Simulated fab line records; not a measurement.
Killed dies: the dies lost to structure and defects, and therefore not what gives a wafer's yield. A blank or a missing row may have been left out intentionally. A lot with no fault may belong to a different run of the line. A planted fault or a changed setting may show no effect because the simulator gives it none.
Problem report in the 8D (eight disciplines) form, filled by code    flow gf180mcu    the parts of the form that need people (team, actions taken, sign-off) are left out

== 1. WHAT IS WRONG ==
Across 9 wafers from 3 lots, VT_IMPLANT_3_TW at GF_VT_IMPLANT_TW_MEAS_32 averages 311.7, while fault-free wafers read 268.5 with a standard deviation of 1.5. That is +29 standard deviations from the usual mean.
Earliest sighting: wafer L501.3 on film_metro-03 at day 8 03:04. The record holds 42 wafers of 14 lots with a number at this step. By rule, "out" or "out of limits" means more than 4 standard deviations away from the usual mean. The other wafers with a number count as sound.

== 2. WHAT THIS IS AND IS NOT ==
question                     is                            is not
which readings at this step  VT_IMPLANT_3_TW               -
which lots                   L501, L502, L504              L496, L497, L499, L500, L506, L512, L513, L514, L515, L516, L517
which wafers of those lots   all that have a number        -
read on which gauges         film_metro-02, film_metro-03  film_metro-01
when                         from day 8 03:04              up to then (12 sound wafers); but 21 sound wafers of L506, L512, L513, L514, L515, L516, L517 came after

== 3. SUSPECTS, AND WHAT RULES EACH OUT ==
Counting: any tool at a process step up to the reading is kept as a suspect provided that every lot that is out went through it and no sound lot did after the first of them.
- ruled out: the gauge at GF_VT_IMPLANT_TW_MEAS_32. Those wafers that are out were read across 2 gauges (film_metro-02, film_metro-03).
- implanter-01 at GF_VT_IMPLANT_IMPLANT_30: ruled out as a lasting fault. Sound lots L513, L514 ran on it after its first lot that is out, L501 (day 8 02:50).
Left after counting: nothing in the record.

== 4. THE CAUSE (what the simulator had put in) ==
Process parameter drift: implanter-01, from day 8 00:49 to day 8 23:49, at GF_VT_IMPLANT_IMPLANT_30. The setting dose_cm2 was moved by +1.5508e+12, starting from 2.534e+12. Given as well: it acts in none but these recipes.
The count ruled it out by mistake, since the rule takes a fault to strike every lot its tool runs from the start of the fault on, and this one did not do so.

== 5. THE EFFECT CHAIN, in route order ==
Each row: a reading whose mean over the struck wafers that have a number lies more than 3 standard deviations from the usual. Only readings for which the record gives a usual standard deviation are gone through. hours: the time from each lot's start at the first step in this table that gives one to its start at this step, as a median over the lots. sigmas: the change in usual standard deviations.
hours  step                      reading             usual       on struck wafers  change       sigmas
0      GF_VT_IMPLANT_IMPLANT_30  dose_ions_cm2       2.5338e+12  4.0850e+12        +1.5512e+12  +99 or more
0      GF_VT_IMPLANT_IMPLANT_30  faraday_current_uA  14.29       22.91             +8.62        +31
0      GF_VT_IMPLANT_TW_MEAS_32  VT_IMPLANT_3_TW     268.5       311.7             +43.2        +29
The process steps in it:
- GF_VT_IMPLANT_IMPLANT_30
Later steps that measure or inspect, where all struck wafers having a row at the step show a number for every such reading and not one has moved that far: GF_M3_THK_MEAS_06, GF_M4_THK_MEAS_06.

== 6. HOW IT WOULD HAVE BEEN CAUGHT EARLIER ==
2 hours passed between the start of the fault at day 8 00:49 and the first reading out of limits at a measuring or inspecting step in this record, taken at day 8 03:04.
The tool's own readings at GF_VT_IMPLANT_IMPLANT_30 were out on every struck wafer that the step has a row for (dose_ions_cm2, faraday_current_uA): an alarm limit on them would have fired on the first of those.
